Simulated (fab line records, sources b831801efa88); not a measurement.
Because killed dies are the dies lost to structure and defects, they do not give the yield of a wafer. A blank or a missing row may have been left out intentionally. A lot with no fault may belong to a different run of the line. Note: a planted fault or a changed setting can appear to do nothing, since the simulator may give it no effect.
A sampling plan put to the test || flow sky130 || one fab line, 54 faults that these records tell of, each judged on the records of the lots that it struck
What counts as the plan is the set of the line's own looks, namely the steps on the route at which a gauge or an inspection reads a wafer and does not change it. A look is open to judgement when struck wafers have a number at it and the file gives its usual mean and standard deviation on fault-free wafers. Caught: the struck wafers' mean, at a look after the fault's first step, is 4 or more of those standard deviations (sigma) away from the usual mean. On the tool: the fault's steps, tested the same way using the tool's own readings. Caught also covers a different recipe on the struck wafers, or a record left blank for those wafers only.

THE FAULTS, as the simulator had put them in
1. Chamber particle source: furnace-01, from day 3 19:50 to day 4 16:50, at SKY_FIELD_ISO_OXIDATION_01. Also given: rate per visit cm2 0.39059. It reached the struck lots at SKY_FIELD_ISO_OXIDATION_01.
2. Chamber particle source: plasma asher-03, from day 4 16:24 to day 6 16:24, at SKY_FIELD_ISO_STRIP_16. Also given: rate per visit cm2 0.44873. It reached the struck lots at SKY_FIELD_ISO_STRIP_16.
3. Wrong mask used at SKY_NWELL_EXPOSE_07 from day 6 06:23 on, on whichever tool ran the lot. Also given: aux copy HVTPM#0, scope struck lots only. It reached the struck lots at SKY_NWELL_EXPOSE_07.
4. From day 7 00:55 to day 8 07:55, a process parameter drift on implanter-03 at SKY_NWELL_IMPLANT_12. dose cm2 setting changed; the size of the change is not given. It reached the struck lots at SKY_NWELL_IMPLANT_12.
5. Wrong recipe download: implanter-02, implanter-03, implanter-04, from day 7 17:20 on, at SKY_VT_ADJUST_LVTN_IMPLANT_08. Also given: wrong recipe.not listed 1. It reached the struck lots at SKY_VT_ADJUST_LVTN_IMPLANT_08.
6. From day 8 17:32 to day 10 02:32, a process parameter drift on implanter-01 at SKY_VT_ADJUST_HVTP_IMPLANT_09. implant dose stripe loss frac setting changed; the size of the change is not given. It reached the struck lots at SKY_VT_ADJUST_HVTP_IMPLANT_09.
7. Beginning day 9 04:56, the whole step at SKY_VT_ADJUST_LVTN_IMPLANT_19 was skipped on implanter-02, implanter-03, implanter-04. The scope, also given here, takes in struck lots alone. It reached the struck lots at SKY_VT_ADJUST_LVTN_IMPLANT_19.
8. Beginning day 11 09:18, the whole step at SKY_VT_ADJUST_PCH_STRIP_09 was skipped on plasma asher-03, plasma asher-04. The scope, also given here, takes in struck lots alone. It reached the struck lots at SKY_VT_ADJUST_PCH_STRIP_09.
9. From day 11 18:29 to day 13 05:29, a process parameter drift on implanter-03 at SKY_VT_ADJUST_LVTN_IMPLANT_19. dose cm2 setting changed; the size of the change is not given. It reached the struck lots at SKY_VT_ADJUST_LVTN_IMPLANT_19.
10. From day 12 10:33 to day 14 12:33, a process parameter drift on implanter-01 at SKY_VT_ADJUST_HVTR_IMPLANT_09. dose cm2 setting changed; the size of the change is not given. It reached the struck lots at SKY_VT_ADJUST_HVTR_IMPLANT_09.
11. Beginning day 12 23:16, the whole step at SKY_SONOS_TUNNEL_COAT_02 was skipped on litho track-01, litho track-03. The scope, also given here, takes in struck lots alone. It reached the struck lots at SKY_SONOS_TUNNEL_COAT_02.
12. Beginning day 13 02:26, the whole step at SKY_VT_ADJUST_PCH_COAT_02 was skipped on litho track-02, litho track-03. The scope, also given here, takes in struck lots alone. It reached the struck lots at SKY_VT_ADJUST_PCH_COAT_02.
13. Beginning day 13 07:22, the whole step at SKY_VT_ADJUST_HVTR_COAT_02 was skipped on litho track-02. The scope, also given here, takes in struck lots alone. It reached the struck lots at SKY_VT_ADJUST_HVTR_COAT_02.
14. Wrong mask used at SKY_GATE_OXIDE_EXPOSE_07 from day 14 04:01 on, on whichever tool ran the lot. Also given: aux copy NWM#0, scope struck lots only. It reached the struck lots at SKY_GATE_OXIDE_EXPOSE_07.
15. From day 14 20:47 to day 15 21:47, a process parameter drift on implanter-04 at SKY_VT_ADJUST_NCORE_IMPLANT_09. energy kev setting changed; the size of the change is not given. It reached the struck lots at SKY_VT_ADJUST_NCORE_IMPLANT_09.
16. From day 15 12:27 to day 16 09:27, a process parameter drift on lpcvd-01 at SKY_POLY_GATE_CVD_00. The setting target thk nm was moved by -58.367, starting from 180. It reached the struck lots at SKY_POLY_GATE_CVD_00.
17. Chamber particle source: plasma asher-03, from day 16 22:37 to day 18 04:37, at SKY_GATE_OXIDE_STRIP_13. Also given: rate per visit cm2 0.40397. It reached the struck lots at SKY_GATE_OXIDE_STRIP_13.
18. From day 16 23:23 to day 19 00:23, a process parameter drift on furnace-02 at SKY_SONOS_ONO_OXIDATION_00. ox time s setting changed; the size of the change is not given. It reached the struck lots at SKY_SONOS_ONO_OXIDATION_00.
19. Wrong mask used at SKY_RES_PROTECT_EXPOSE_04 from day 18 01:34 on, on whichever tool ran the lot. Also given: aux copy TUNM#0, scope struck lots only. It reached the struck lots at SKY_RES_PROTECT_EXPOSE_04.
20. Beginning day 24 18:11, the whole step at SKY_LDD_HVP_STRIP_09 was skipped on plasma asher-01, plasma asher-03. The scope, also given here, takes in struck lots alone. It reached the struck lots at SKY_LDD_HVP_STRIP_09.
21. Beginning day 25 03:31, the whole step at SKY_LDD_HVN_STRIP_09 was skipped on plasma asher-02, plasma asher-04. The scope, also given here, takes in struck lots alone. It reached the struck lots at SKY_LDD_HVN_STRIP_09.
22. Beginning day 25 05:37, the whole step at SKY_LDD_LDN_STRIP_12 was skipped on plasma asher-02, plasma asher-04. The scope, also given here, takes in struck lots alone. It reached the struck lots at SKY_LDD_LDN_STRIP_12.
23. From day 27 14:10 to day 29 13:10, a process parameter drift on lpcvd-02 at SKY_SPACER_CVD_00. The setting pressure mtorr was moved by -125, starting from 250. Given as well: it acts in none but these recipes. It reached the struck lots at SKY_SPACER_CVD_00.
24. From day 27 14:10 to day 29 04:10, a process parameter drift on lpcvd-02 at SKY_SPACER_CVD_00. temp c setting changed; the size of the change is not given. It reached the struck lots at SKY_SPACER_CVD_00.
25. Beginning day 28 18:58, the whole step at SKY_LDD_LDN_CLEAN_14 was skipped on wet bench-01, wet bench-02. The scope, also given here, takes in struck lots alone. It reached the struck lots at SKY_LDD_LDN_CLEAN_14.
26. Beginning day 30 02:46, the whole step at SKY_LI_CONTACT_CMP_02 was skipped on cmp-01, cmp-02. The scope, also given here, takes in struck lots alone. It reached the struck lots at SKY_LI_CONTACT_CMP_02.
27. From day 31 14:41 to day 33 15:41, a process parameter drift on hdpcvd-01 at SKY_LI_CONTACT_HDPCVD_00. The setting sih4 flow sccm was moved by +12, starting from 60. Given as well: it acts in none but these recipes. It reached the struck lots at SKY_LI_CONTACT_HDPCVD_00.
28. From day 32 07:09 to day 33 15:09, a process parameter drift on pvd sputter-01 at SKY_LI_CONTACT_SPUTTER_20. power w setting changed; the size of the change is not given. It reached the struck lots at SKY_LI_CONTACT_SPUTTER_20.
29. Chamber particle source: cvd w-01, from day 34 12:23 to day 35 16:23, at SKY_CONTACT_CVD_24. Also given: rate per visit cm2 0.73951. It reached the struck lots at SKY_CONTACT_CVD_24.
30. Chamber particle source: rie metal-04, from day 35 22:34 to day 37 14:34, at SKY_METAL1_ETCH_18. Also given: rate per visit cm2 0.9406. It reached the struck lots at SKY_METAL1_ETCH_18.
31. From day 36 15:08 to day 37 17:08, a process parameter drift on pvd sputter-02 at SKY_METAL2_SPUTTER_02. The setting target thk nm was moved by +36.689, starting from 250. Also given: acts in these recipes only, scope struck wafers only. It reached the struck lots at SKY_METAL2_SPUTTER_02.
32. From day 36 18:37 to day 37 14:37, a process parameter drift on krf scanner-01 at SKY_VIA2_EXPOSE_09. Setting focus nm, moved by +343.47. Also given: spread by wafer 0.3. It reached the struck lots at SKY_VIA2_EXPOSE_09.
33. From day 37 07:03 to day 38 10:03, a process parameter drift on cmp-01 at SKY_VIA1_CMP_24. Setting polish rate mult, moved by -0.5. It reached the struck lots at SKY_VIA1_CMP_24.
34. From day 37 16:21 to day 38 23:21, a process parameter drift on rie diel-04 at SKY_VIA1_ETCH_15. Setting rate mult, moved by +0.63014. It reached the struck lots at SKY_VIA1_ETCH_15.
35. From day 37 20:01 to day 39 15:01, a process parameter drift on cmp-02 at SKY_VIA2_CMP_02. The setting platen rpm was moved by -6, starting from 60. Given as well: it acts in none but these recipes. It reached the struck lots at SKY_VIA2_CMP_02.
36. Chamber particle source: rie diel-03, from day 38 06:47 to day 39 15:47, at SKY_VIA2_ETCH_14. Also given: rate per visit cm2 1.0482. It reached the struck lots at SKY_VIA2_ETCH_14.
37. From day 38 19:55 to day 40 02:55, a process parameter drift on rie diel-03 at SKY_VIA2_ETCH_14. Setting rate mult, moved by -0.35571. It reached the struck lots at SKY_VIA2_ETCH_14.
38. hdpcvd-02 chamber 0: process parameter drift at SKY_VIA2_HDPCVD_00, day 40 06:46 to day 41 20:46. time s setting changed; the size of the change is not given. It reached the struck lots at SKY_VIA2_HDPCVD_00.
39. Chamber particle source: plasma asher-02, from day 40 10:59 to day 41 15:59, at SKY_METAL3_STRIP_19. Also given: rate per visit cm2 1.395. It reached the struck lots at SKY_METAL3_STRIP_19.
40. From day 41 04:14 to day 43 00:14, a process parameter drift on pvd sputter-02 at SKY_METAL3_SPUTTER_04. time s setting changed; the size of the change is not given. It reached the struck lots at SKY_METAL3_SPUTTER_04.
41. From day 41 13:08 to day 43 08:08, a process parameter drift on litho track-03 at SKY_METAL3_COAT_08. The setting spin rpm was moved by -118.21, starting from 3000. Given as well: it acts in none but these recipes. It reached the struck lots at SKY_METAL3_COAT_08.
42. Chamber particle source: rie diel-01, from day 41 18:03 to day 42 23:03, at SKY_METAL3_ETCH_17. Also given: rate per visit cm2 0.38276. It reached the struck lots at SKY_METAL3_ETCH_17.
43. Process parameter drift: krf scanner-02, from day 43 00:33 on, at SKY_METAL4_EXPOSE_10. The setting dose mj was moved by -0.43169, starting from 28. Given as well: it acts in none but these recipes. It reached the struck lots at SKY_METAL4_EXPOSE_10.
44. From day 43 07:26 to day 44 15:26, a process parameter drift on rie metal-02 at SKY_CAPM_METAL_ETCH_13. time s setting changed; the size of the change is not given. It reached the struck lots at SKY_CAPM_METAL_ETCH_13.
45. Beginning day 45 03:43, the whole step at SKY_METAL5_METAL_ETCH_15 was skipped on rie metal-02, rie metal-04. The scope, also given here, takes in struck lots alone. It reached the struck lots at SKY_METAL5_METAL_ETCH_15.
46. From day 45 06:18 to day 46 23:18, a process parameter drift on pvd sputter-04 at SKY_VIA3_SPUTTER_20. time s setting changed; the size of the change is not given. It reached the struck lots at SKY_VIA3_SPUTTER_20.
47. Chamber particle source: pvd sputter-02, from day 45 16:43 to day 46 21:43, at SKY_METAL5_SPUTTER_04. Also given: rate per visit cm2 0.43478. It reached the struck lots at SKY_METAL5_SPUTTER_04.
48. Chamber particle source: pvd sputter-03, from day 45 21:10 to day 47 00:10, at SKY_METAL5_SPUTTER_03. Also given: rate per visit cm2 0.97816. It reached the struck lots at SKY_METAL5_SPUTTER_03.
49. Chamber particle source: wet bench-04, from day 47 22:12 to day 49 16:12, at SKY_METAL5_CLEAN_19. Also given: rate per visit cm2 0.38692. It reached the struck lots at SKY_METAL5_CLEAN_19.
50. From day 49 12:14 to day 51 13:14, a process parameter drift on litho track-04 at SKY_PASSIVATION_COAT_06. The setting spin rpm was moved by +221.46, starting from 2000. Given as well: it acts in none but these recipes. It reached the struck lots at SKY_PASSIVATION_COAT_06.
51. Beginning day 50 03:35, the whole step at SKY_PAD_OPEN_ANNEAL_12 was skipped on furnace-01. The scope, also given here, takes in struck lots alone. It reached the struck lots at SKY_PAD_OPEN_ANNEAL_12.
52. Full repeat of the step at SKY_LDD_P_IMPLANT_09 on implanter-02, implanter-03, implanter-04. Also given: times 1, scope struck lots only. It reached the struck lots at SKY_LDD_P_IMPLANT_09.
53. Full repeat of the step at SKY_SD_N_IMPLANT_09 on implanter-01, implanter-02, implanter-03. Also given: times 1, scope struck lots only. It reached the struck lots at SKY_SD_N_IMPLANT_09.
54. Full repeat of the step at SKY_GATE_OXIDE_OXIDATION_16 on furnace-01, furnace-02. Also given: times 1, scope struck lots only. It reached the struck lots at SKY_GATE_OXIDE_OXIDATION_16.

WHAT THE PLAN SAW
{"fault": 1, "on the tool itself": "under 2 sigma", "first look that catches it": "not the one look that can be judged after it", "reading, sigma": "-", "median hours from its first step to that look": "-", "hours from the fault's start to the first struck lot there": "-", "judged looks passed uncaught": 1}
{"fault": 2, "on the tool itself": "under 2 sigma", "first look that catches it": "not the one look that can be judged after it", "reading, sigma": "-", "median hours from its first step to that look": "-", "hours from the fault's start to the first struck lot there": "-", "judged looks passed uncaught": 1}
{"fault": 3, "on the tool itself": "under 2 sigma", "first look that catches it": "SKY_NWELL_TW_MEAS_15", "reading, sigma": "NWELL_TW -98", "median hours from its first step to that look": 9.4, "hours from the fault's start to the first struck lot there": 17, "judged looks passed uncaught": 0}
{"fault": 4, "on the tool itself": "dose ions cm2 +91 sigma", "first look that catches it": "no look after it can be judged", "reading, sigma": "-", "median hours from its first step to that look": "-", "hours from the fault's start to the first struck lot there": "-", "judged looks passed uncaught": 0}
{"fault": 5, "on the tool itself": "under 2 sigma", "first look that catches it": "SKY_VT_ADJUST_LVTN_TW_MEAS_10", "reading, sigma": "VT_ADJUST_LVTN_TW +77", "median hours from its first step to that look": 0.2, "hours from the fault's start to the first struck lot there": 3, "judged looks passed uncaught": 0}
{"fault": 6, "on the tool itself": "no reading that can be judged", "first look that catches it": "none of the 5 looks that can be judged after it", "reading, sigma": "-", "median hours from its first step to that look": "-", "hours from the fault's start to the first struck lot there": "-", "judged looks passed uncaught": 5}
{"fault": 7, "on the tool itself": "the tool's record is blank for the struck wafers", "first look that catches it": "SKY_VT_ADJUST_LVTN_TW_MEAS_21", "reading, sigma": "VT_ADJUST_LVTN_2_TW -68", "median hours from its first step to that look": 0.2, "hours from the fault's start to the first struck lot there": 2, "judged looks passed uncaught": 0}
{"fault": 8, "on the tool itself": "the tool's record is blank for the struck wafers", "first look that catches it": "SKY_SONOS_TUNNEL_TW_MEAS_12", "reading, sigma": "SONOS_TUNNEL_TW -69", "median hours from its first step to that look": 24.9, "hours from the fault's start to the first struck lot there": 28, "judged looks passed uncaught": 0}
{"fault": 9, "on the tool itself": "dose ions cm2 +99 or beyond sigma", "first look that catches it": "SKY_VT_ADJUST_LVTN_TW_MEAS_21", "reading, sigma": "VT_ADJUST_LVTN_2_TW +4.5", "median hours from its first step to that look": 0.2, "hours from the fault's start to the first struck lot there": 7, "judged looks passed uncaught": 0}
{"fault": 10, "on the tool itself": "dose ions cm2 -21 sigma", "first look that catches it": "none of the 7 looks that can be judged after it", "reading, sigma": "-", "median hours from its first step to that look": "-", "hours from the fault's start to the first struck lot there": "-", "judged looks passed uncaught": 7}
{"fault": 11, "on the tool itself": "the tool's record is blank for the struck wafers", "first look that catches it": "no look after it can be judged", "reading, sigma": "-", "median hours from its first step to that look": "-", "hours from the fault's start to the first struck lot there": "-", "judged looks passed uncaught": 0}
{"fault": 12, "on the tool itself": "the tool's record is blank for the struck wafers", "first look that catches it": "SKY_SONOS_TUNNEL_TW_MEAS_12", "reading, sigma": "SONOS_TUNNEL_TW +6.0", "median hours from its first step to that look": 40.2, "hours from the fault's start to the first struck lot there": 42, "judged looks passed uncaught": 0}
{"fault": 13, "on the tool itself": "the tool's record is blank for the struck wafers", "first look that catches it": "SKY_VT_ADJUST_PCH_TW_MEAS_10", "reading, sigma": "VT_ADJUST_PCH_TW +43", "median hours from its first step to that look": 41.5, "hours from the fault's start to the first struck lot there": 48, "judged looks passed uncaught": 1}
{"fault": 14, "on the tool itself": "under 2 sigma", "first look that catches it": "SKY_GATE_OXIDE_TW_MEAS_14", "reading, sigma": "GATE_OXIDE_TW -96", "median hours from its first step to that look": 13.4, "hours from the fault's start to the first struck lot there": 18, "judged looks passed uncaught": 0}
{"fault": 15, "on the tool itself": "beam energy keV -99 or beyond sigma", "first look that catches it": "SKY_VT_ADJUST_NCORE_TW_MEAS_11", "reading, sigma": "VT_ADJUST_NCORE_TW -4.6", "median hours from its first step to that look": 0.2, "hours from the fault's start to the first struck lot there": 3, "judged looks passed uncaught": 0}
{"fault": 16, "on the tool itself": "no reading that can be judged", "first look that catches it": "SKY_POLY_GATE_THK_MEAS_01", "reading, sigma": "POLY_GATE_CVD_00_THK -27", "median hours from its first step to that look": 1.5, "hours from the fault's start to the first struck lot there": 8, "judged looks passed uncaught": 0}
{"fault": 17, "on the tool itself": "under 2 sigma", "first look that catches it": "not the one look that can be judged after it", "reading, sigma": "-", "median hours from its first step to that look": "-", "hours from the fault's start to the first struck lot there": "-", "judged looks passed uncaught": 1}
{"fault": 18, "on the tool itself": "under 2 sigma", "first look that catches it": "SKY_SONOS_ONO_THK_MEAS_01", "reading, sigma": "SONOS_ONO_OXIDATION_THK +7.5", "median hours from its first step to that look": 1.3, "hours from the fault's start to the first struck lot there": 13, "judged looks passed uncaught": 0}
{"fault": 19, "on the tool itself": "under 2 sigma", "first look that catches it": "SKY_RES_PROTECT_TW_MEAS_08", "reading, sigma": "POLY_GATE_TW -80", "median hours from its first step to that look": 14.9, "hours from the fault's start to the first struck lot there": 16, "judged looks passed uncaught": 0}
{"fault": 20, "on the tool itself": "the tool's record is blank for the struck wafers", "first look that catches it": "SKY_LDD_LDN_TW_MEAS_13", "reading, sigma": "LDD_LDN_TW -69", "median hours from its first step to that look": 29.7, "hours from the fault's start to the first struck lot there": 41, "judged looks passed uncaught": 0}
{"fault": 21, "on the tool itself": "the tool's record is blank for the struck wafers", "first look that catches it": "SKY_LDD_HVP_TW_MEAS_10", "reading, sigma": "LDD_HVP_TW -82", "median hours from its first step to that look": 28.7, "hours from the fault's start to the first struck lot there": 33, "judged looks passed uncaught": 0}
{"fault": 22, "on the tool itself": "the tool's record is blank for the struck wafers", "first look that catches it": "no look after it can be judged", "reading, sigma": "-", "median hours from its first step to that look": "-", "hours from the fault's start to the first struck lot there": "-", "judged looks passed uncaught": 0}
{"fault": 23, "on the tool itself": "pressure mtorr -99 or beyond sigma", "first look that catches it": "SKY_SPACER_THK_MEAS_01", "reading, sigma": "SPACER_CVD_00_THK -18", "median hours from its first step to that look": 1.2, "hours from the fault's start to the first struck lot there": 4, "judged looks passed uncaught": 0}
{"fault": 24, "on the tool itself": "spike tc lower C -7.4 sigma", "first look that catches it": "SKY_SPACER_THK_MEAS_01", "reading, sigma": "SPACER_CVD_00_THK -12", "median hours from its first step to that look": 1.5, "hours from the fault's start to the first struck lot there": 4, "judged looks passed uncaught": 0}
{"fault": 25, "on the tool itself": "the tool's record is blank for the struck wafers", "first look that catches it": "no look after it can be judged", "reading, sigma": "-", "median hours from its first step to that look": "-", "hours from the fault's start to the first struck lot there": "-", "judged looks passed uncaught": 0}
{"fault": 26, "on the tool itself": "the tool's record is blank for the struck wafers", "first look that catches it": "not the one look that can be judged after it", "reading, sigma": "strongest: LI_CONTACT_BOW at SKY_LI_CONTACT_BOW_MEAS_03, +2.8", "median hours from its first step to that look": "-", "hours from the fault's start to the first struck lot there": "-", "judged looks passed uncaught": 1}
{"fault": 27, "on the tool itself": "sih4 flow sccm +59 sigma", "first look that catches it": "SKY_LI_CONTACT_THK_MEAS_01", "reading, sigma": "LI_CONTACT_HDPCVD_THK +16", "median hours from its first step to that look": 0.1, "hours from the fault's start to the first struck lot there": 10, "judged looks passed uncaught": 0}
{"fault": 28, "on the tool itself": "cathode dc power W -99 or beyond sigma", "first look that catches it": "no look after it can be judged", "reading, sigma": "-", "median hours from its first step to that look": "-", "hours from the fault's start to the first struck lot there": "-", "judged looks passed uncaught": 0}
{"fault": 29, "on the tool itself": "under 2 sigma", "first look that catches it": "no look after it can be judged", "reading, sigma": "-", "median hours from its first step to that look": "-", "hours from the fault's start to the first struck lot there": "-", "judged looks passed uncaught": 0}
{"fault": 30, "on the tool itself": "under 2 sigma", "first look that catches it": "not the one look that can be judged after it", "reading, sigma": "-", "median hours from its first step to that look": "-", "hours from the fault's start to the first struck lot there": "-", "judged looks passed uncaught": 1}
{"fault": 31, "on the tool itself": "under 2 sigma", "first look that catches it": "SKY_METAL2_RS_MEAS_05", "reading, sigma": "METAL2_ALCU_RS -11", "median hours from its first step to that look": 0.1, "hours from the fault's start to the first struck lot there": 10, "judged looks passed uncaught": 0}
{"fault": 32, "on the tool itself": "no reading that can be judged", "first look that catches it": "SKY_VIA2_CD_MEAS_12", "reading, sigma": "cd nm -18", "median hours from its first step to that look": 12.0, "hours from the fault's start to the first struck lot there": 16, "judged looks passed uncaught": 0}
{"fault": 33, "on the tool itself": "overpolish run s -99 or beyond sigma", "first look that catches it": "no look after it can be judged", "reading, sigma": "-", "median hours from its first step to that look": "-", "hours from the fault's start to the first struck lot there": "-", "judged looks passed uncaught": 0}
{"fault": 34, "on the tool itself": "under 2 sigma", "first look that catches it": "no look after it can be judged", "reading, sigma": "-", "median hours from its first step to that look": "-", "hours from the fault's start to the first struck lot there": "-", "judged looks passed uncaught": 0}
{"fault": 35, "on the tool itself": "platen rpm -99 or beyond sigma", "first look that catches it": "SKY_VIA2_CD_MEAS_12", "reading, sigma": "cd nm +5.2", "median hours from its first step to that look": 24.7, "hours from the fault's start to the first struck lot there": 38, "judged looks passed uncaught": 0}
{"fault": 36, "on the tool itself": "under 2 sigma", "first look that catches it": "none of the 6 looks that can be judged after it", "reading, sigma": "-", "median hours from its first step to that look": "-", "hours from the fault's start to the first struck lot there": "-", "judged looks passed uncaught": 6}
{"fault": 37, "on the tool itself": "oes product au -17 sigma", "first look that catches it": "no look after it can be judged", "reading, sigma": "-", "median hours from its first step to that look": "-", "hours from the fault's start to the first struck lot there": "-", "judged looks passed uncaught": 0}
{"fault": 38, "on the tool itself": "run length s +40 sigma", "first look that catches it": "SKY_VIA2_THK_MEAS_01", "reading, sigma": "VIA2_HDPCVD_THK +13", "median hours from its first step to that look": 0.1, "hours from the fault's start to the first struck lot there": 36, "judged looks passed uncaught": 0}
{"fault": 39, "on the tool itself": "under 2 sigma", "first look that catches it": "no look after it can be judged", "reading, sigma": "-", "median hours from its first step to that look": "-", "hours from the fault's start to the first struck lot there": "-", "judged looks passed uncaught": 0}
{"fault": 40, "on the tool itself": "under 2 sigma", "first look that catches it": "no look after it can be judged", "reading, sigma": "-", "median hours from its first step to that look": "-", "hours from the fault's start to the first struck lot there": "-", "judged looks passed uncaught": 0}
{"fault": 41, "on the tool itself": "spin speed rpm -56 sigma", "first look that catches it": "no look after it can be judged", "reading, sigma": "-", "median hours from its first step to that look": "-", "hours from the fault's start to the first struck lot there": "-", "judged looks passed uncaught": 0}
{"fault": 42, "on the tool itself": "under 2 sigma", "first look that catches it": "no look after it can be judged", "reading, sigma": "-", "median hours from its first step to that look": "-", "hours from the fault's start to the first struck lot there": "-", "judged looks passed uncaught": 0}
{"fault": 43, "on the tool itself": "exposure dose mJ cm2 -11 sigma", "first look that catches it": "none of the 2 looks that can be judged after it", "reading, sigma": "-", "median hours from its first step to that look": "-", "hours from the fault's start to the first struck lot there": "-", "judged looks passed uncaught": 2}
{"fault": 44, "on the tool itself": "run length s +4.0 sigma", "first look that catches it": "none of the 2 looks that can be judged after it", "reading, sigma": "-", "median hours from its first step to that look": "-", "hours from the fault's start to the first struck lot there": "-", "judged looks passed uncaught": 2}
{"fault": 45, "on the tool itself": "the tool's record is blank for the struck wafers", "first look that catches it": "no look after it can be judged", "reading, sigma": "-", "median hours from its first step to that look": "-", "hours from the fault's start to the first struck lot there": "-", "judged looks passed uncaught": 0}
{"fault": 46, "on the tool itself": "under 2 sigma", "first look that catches it": "no look after it can be judged", "reading, sigma": "-", "median hours from its first step to that look": "-", "hours from the fault's start to the first struck lot there": "-", "judged looks passed uncaught": 0}
{"fault": 47, "on the tool itself": "under 2 sigma", "first look that catches it": "no look after it can be judged", "reading, sigma": "-", "median hours from its first step to that look": "-", "hours from the fault's start to the first struck lot there": "-", "judged looks passed uncaught": 0}
{"fault": 48, "on the tool itself": "under 2 sigma", "first look that catches it": "no look after it can be judged", "reading, sigma": "-", "median hours from its first step to that look": "-", "hours from the fault's start to the first struck lot there": "-", "judged looks passed uncaught": 0}
{"fault": 49, "on the tool itself": "no reading that can be judged", "first look that catches it": "no look after it can be judged", "reading, sigma": "-", "median hours from its first step to that look": "-", "hours from the fault's start to the first struck lot there": "-", "judged looks passed uncaught": 0}
{"fault": 50, "on the tool itself": "spin speed rpm +99 or beyond sigma", "first look that catches it": "no look after it can be judged", "reading, sigma": "-", "median hours from its first step to that look": "-", "hours from the fault's start to the first struck lot there": "-", "judged looks passed uncaught": 0}
{"fault": 51, "on the tool itself": "the tool's record is blank for the struck wafers", "first look that catches it": "SKY_PAD_OPEN_BOW_MEAS_13", "reading, sigma": "PAD_OPEN_BOW +6.7", "median hours from its first step to that look": 1.5, "hours from the fault's start to the first struck lot there": 11, "judged looks passed uncaught": 0}
{"fault": 52, "on the tool itself": "no reading that can be judged", "first look that catches it": "SKY_LDD_P_TW_MEAS_11", "reading, sigma": "LDD_P_TW +31", "median hours from its first step to that look": 0.7, "hours from the fault's start to the first struck lot there": "-", "judged looks passed uncaught": 0}
{"fault": 53, "on the tool itself": "no reading that can be judged", "first look that catches it": "SKY_SD_N_RS_MEAS_16", "reading, sigma": "SD_N_RS -43", "median hours from its first step to that look": 1.0, "hours from the fault's start to the first struck lot there": "-", "judged looks passed uncaught": 0}
{"fault": 54, "on the tool itself": "under 2 sigma", "first look that catches it": "no look after it can be judged", "reading, sigma": "-", "median hours from its first step to that look": "-", "hours from the fault's start to the first struck lot there": "-", "judged looks passed uncaught": 0}
Dash: fault not caught, or number not given in these records.

Caught at a look: 24 of 54. Caught on the tool: 28 of 54. By one or the other: 38 of 54.
On the tool alone, faults 4, 10, 11, 22, 25, 26, 28, 33, 37, 41, 43, 44, 45, 50 were caught.
Caught at a look alone: faults 3, 5, 14, 16, 18, 19, 31, 32, 52, 53.
Caught by neither: faults 1, 2, 6, 17, 29, 30, 34, 36, 39, 40, 42, 46, 47, 48, 49, 54.

THINNER SAMPLING
In the worst case, this is how late the first struck lot would be measured if the look that catches a fault measured only every second or every third lot, by lot number:
{"fault": 3, "struck lots at that look, in order of time": "L947", "every lot": "17 h", "every second lot": "may miss it", "every third lot": "may miss it"}
{"fault": 5, "struck lots at that look, in order of time": "L264, L265, L266, L267", "every lot": "3 h", "every second lot": "14 h", "every third lot": "17 h"}
{"fault": 7, "struck lots at that look, in order of time": "L972, L973, L974", "every lot": "2 h", "every second lot": "5 h", "every third lot": "11 h"}
{"fault": 8, "struck lots at that look, in order of time": "L135, L136", "every lot": "28 h", "every second lot": "41 h", "every third lot": "may miss all 2"}
{"fault": 9, "struck lots at that look, in order of time": "L711, L712", "every lot": "7 h", "every second lot": "27 h", "every third lot": "may miss all 2"}
{"fault": 12, "struck lots at that look, in order of time": "L149, L150", "every lot": "42 h", "every second lot": "51 h", "every third lot": "may miss all 2"}
{"fault": 13, "struck lots at that look, in order of time": "L893, L894", "every lot": "48 h", "every second lot": "70 h", "every third lot": "may miss all 2"}
{"fault": 14, "struck lots at that look, in order of time": "L709", "every lot": "18 h", "every second lot": "may miss it", "every third lot": "may miss it"}
{"fault": 15, "struck lots at that look, in order of time": "L393, L395, L394", "every lot": "3 h", "every second lot": "15 h", "every third lot": "15 h"}
{"fault": 16, "struck lots at that look, in order of time": "L990, L991", "every lot": "8 h", "every second lot": "11 h", "every third lot": "may miss all 2"}
{"fault": 18, "struck lots at that look, in order of time": "L340, L341", "every lot": "13 h", "every second lot": "25 h", "every third lot": "may miss all 2"}
{"fault": 19, "struck lots at that look, in order of time": "L871", "every lot": "16 h", "every second lot": "may miss it", "every third lot": "may miss it"}
{"fault": 20, "struck lots at that look, in order of time": "L124, L125, L126", "every lot": "41 h", "every second lot": "42 h", "every third lot": "49 h"}
{"fault": 21, "struck lots at that look, in order of time": "L343, L344", "every lot": "33 h", "every second lot": "48 h", "every third lot": "may miss all 2"}
{"fault": 23, "struck lots at that look, in order of time": "L136, L137, L138", "every lot": "4 h", "every second lot": "20 h", "every third lot": "41 h"}
{"fault": 24, "struck lots at that look, in order of time": "L764, L765", "every lot": "4 h", "every second lot": "20 h", "every third lot": "may miss all 2"}
{"fault": 27, "struck lots at that look, in order of time": "L614, L613", "every lot": "10 h", "every second lot": "17 h", "every third lot": "may miss all 2"}
{"fault": 31, "struck lots at that look, in order of time": "L113, L114", "every lot": "10 h", "every second lot": "14 h", "every third lot": "may miss all 2"}
{"fault": 32, "struck lots at that look, in order of time": "L322, L323", "every lot": "16 h", "every second lot": "24 h", "every third lot": "may miss all 2"}
{"fault": 35, "struck lots at that look, in order of time": "L880, L881, L882", "every lot": "38 h", "every second lot": "46 h", "every third lot": "60 h"}
{"fault": 38, "struck lots at that look, in order of time": "L795, L797", "every lot": "36 h", "every second lot": "may miss all 2", "every third lot": "may miss all 2"}
{"fault": 51, "struck lots at that look, in order of time": "L607, L608", "every lot": "11 h", "every second lot": "15 h", "every third lot": "may miss all 2"}
The hour figures run from when the fault began to the first measured lot among those it struck. Since the struck wafers were tested as one group against 4 sigma, a single lot by itself may lie under the limit. Other struck lots may not be in these records.

THE LONGEST TIMED WAY FROM STEP TO LOOK
For fault 13, SKY_VT_ADJUST_HVTR_COAT_02 and SKY_VT_ADJUST_PCH_TW_MEAS_10 are separated by a median of 41.5 hours. The look between them that can be judged stayed within 4 sigma: SKY_VT_ADJUST_HVTR_TW_MEAS_11.
